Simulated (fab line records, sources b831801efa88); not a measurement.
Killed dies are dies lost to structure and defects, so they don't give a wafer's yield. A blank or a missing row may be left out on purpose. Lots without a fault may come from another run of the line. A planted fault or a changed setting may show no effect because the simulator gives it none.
Which tool did it? | flow sky130 | 11 lots, 33 wafers sampled, at 6 steps of a route of 708

WHAT THE GAUGES READ, wafer by wafer
SKY_VIA1_CD_MEAS_12: target cd 150 nm.
lot  | measured     | on        | cd_nm (nm)
L418 | day 34 06:52 | cd_sem-01 | 148.1 148.9 147.6
L422 | day 36 04:31 | cd_sem-02 | 152.0 153.5 152.7
L423 | day 36 05:11 | cd_sem-02 | 151.2 147.0 148.5
L424 | day 36 09:46 | cd_sem-02 | 150.6 148.1 149.2
L426 | day 37 02:55 | cd_sem-01 | 147.6 148.9 147.0
L429 | day 37 19:48 | cd_sem-01 | 153.0 153.5 152.1
L430 | day 38 03:27 | cd_sem-01 | 147.1 146.3 146.7
L431 | day 38 11:07 | cd_sem-01 | 152.1 149.4 150.5
L436 | day 39 20:13 | cd_sem-02 | 149.6 148.4 148.9
L435 | day 40 05:54 | cd_sem-01 | 148.0 147.8 148.5
L439 | day 40 23:03 | cd_sem-01 | 149.7 148.7 149.1

SKY_VIA1_RS_MEAS_22: measures by four-point-probe.
lot  | measured     | on            | VIA1_W_RS (ohm/sq)
L418 | day 34 08:01 | film_metro-01 | 0.429 0.436 0.431
L422 | day 36 05:31 | film_metro-02 | 0.437 0.429 0.425
L423 | day 36 06:16 | film_metro-01 | 0.429 0.432 0.427
L424 | day 36 10:46 | film_metro-01 | 0.435 0.427 0.429
L426 | day 37 03:55 | film_metro-02 | 0.437 0.433 0.436
L429 | day 37 20:51 | film_metro-04 | 0.430 0.431 0.423
L430 | day 38 04:29 | film_metro-01 | 0.533 0.529 0.537 0.535 0.529 0.536
L431 | day 38 12:11 | film_metro-01 | 0.426 0.424 0.428
L436 | day 39 21:13 | film_metro-02 | 0.539 0.545 0.529 0.538 0.546 0.530
L435 | day 40 06:56 | film_metro-04 | 0.527 0.527 0.538 0.527 0.527 0.539
L439 | day 41 00:02 | film_metro-04 | 0.435 0.433 0.434

SKY_VIA1_THK_MEAS_23: measures by xrf.
lot  | measured     | on            | VIA1_W_THK (nm)
L418 | day 34 08:08 | film_metro-01 | 274 268 272
L422 | day 36 05:38 | film_metro-02 | 267 270 275
L423 | day 36 06:22 | film_metro-01 | 273 269 277
L424 | day 36 10:53 | film_metro-01 | 270 274 274
L426 | day 37 04:01 | film_metro-02 | 269 270 271
L429 | day 37 20:58 | film_metro-04 | 271 271 275
L430 | day 38 06:20 | film_metro-01 | 229 231 227 229 232 227
L431 | day 38 12:18 | film_metro-01 | 272 277 273
L436 | day 39 23:50 | film_metro-02 | 229 227 233 228 226 232
L435 | day 40 09:31 | film_metro-04 | 231 231 227 231 230 228
L439 | day 41 00:10 | film_metro-04 | 267 270 267

WHICH TOOL RAN EACH LOT (tool, then ch and the chambers of the sampled wafers, then the start)
lot  | SKY_METAL1_SPUTTER_04        | SKY_VIA1_CMP_02               | SKY_VIA1_CVD_21
L418 | pvd_sputter-04, day 31 23:10 | cmp-01 ch 0,2,3, day 33 03:52 | cvd_w-01 ch 0,1, day 34 07:55
L422 | pvd_sputter-04, day 33 19:43 | cmp-01 ch 0,2, day 35 03:08   | cvd_w-01 ch 0,1, day 36 05:25
L423 | pvd_sputter-04, day 33 22:56 | cmp-01 ch 0,1,2, day 35 03:50 | cvd_w-01 ch 0,1, day 36 06:06
L424 | pvd_sputter-02, day 34 04:37 | cmp-02 ch 0,2,3, day 35 08:13 | cvd_w-01 ch 0,1, day 36 10:40
L426 | pvd_sputter-02, day 34 22:11 | cmp-01 ch 1,3, day 36 01:43   | cvd_w-01 ch 0, day 37 03:48
L429 | pvd_sputter-03, day 35 16:29 | cmp-02 ch 1,2,3, day 36 17:24 | cvd_w-02 ch 0, day 37 20:45
L430 | pvd_sputter-03, day 35 23:43 | cmp-01 ch 2,3, day 37 02:02   | cvd_w-01 ch 0,1, day 38 04:23
L431 | pvd_sputter-03, day 36 07:13 | cmp-01 ch 0,1,2, day 37 09:19 | cvd_w-02 ch 0,1, day 38 12:02
L436 | pvd_sputter-03, day 37 16:38 | cmp-01 ch 1,2,3, day 38 19:09 | cvd_w-01 ch 0,1, day 39 21:07
L435 | pvd_sputter-02, day 38 01:13 | cmp-02 ch 0,2,3, day 39 04:26 | cvd_w-01 ch 0,1, day 40 06:50
L439 | pvd_sputter-02, day 38 20:13 | cmp-02 ch 1,2,3, day 39 22:27 | cvd_w-02 ch 0, day 40 23:57
- SKY_METAL1_SPUTTER_04: material TiN, target thk 70 nm, time 58.3 s.
- SKY_VIA1_CMP_02: polishes SiO2.
- SKY_VIA1_CVD_21: deposits W, target thk 270 nm, time 80.902 s.

WHAT THE TOOLS THEMSELVES READ (means of the sampled wafers that have a number; where no wafer has one, the mark that the record gives instead)
SKY_METAL1_SPUTTER_04.
lot  | tool           | throttle_valve_pct (%)
L418 | pvd_sputter-04 | 30.8
L422 | pvd_sputter-04 | 30.7
L423 | pvd_sputter-04 | 30.0
L424 | pvd_sputter-02 | 29.7
L426 | pvd_sputter-02 | 29.2
L429 | pvd_sputter-03 | 29.5
L430 | pvd_sputter-03 | 29.7
L431 | pvd_sputter-03 | 29.6
L436 | pvd_sputter-03 | 29.5
L435 | pvd_sputter-02 | 30.1
L439 | pvd_sputter-02 | 29.3

SKY_VIA1_CMP_02.
lot  | tool   | edge_zone_pressure_frac | motor_current_A (A)
L418 | cmp-01 | 1.000                   | 13.1
L422 | cmp-01 | 1.001                   | 13.0
L423 | cmp-01 | 1.000                   | 14.0
L424 | cmp-02 | 1.001                   | 11.9
L426 | cmp-01 | 1.002                   | 13.4
L429 | cmp-02 | 1.001                   | 12.4
L430 | cmp-01 | 0.996                   | 12.9
L431 | cmp-01 | 1.005                   | 13.1
L436 | cmp-01 | 1.002                   | 13.1
L435 | cmp-02 | 1.001                   | 12.1
L439 | cmp-02 | 0.998                   | 12.8

SKY_VIA1_CVD_21.
lot  | tool     | heater_power_w (W)
L418 | cvd_w-01 | 812
L422 | cvd_w-01 | 797
L423 | cvd_w-01 | 854
L424 | cvd_w-01 | 843
L426 | cvd_w-01 | 900
L429 | cvd_w-02 | 843
L430 | cvd_w-01 | 850
L431 | cvd_w-02 | 932
L436 | cvd_w-01 | 832
L435 | cvd_w-01 | 837
L439 | cvd_w-02 | 853

THE ANSWER, worked out from the rows above alone
Rule: what is usual is taken from the lots themselves. Put in order of their means at a reading, lots are off if they are a third of the lots or fewer, leave a main group of 4 or more, and stand apart from it by a gap of 3 or more times the standard deviation of the main group's means; of several such gaps the widest counts. A main group whose means are all the same, to the digits that the tables above print for the reading, isn't used. A lot without any number at a reading at which 4 lots or more have one is off too. The other lots that the step has rows for count as sound. The gauges are gone through in route order, then the tools' own readings, and for those a lot's mean is taken as printed above. The first step at which some lot is off is used, and at that step the reading that is off furthest; a lot without a number counts as furthest.
Off: L430, L436, L435, at SKY_VIA1_RS_MEAS_22 (VIA1_W_RS). The main group: mean 0.431 ohm/sq, standard deviation 0.0029.
A tool fits if, at a process step before that reading, it ran every lot that is off, and no sound lot after the first of them. The gauges at SKY_VIA1_RS_MEAS_22 are tried like those tools. One fits: cvd_w-01 at SKY_VIA1_CVD_21. Its last sound lot is L426 (day 37 03:48), its first lot that is off L430 (day 38 04:23): a fault that began between those two fits.

WHAT THE SIMULATOR HAD PUT IN
Site profile drift: cvd_w-01, from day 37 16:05 on, at SKY_VIA1_CVD_21. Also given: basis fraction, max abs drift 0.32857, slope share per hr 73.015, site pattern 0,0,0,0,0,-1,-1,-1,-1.
Lots struck among those shown: L430, L436, L435. The rule above found the same.
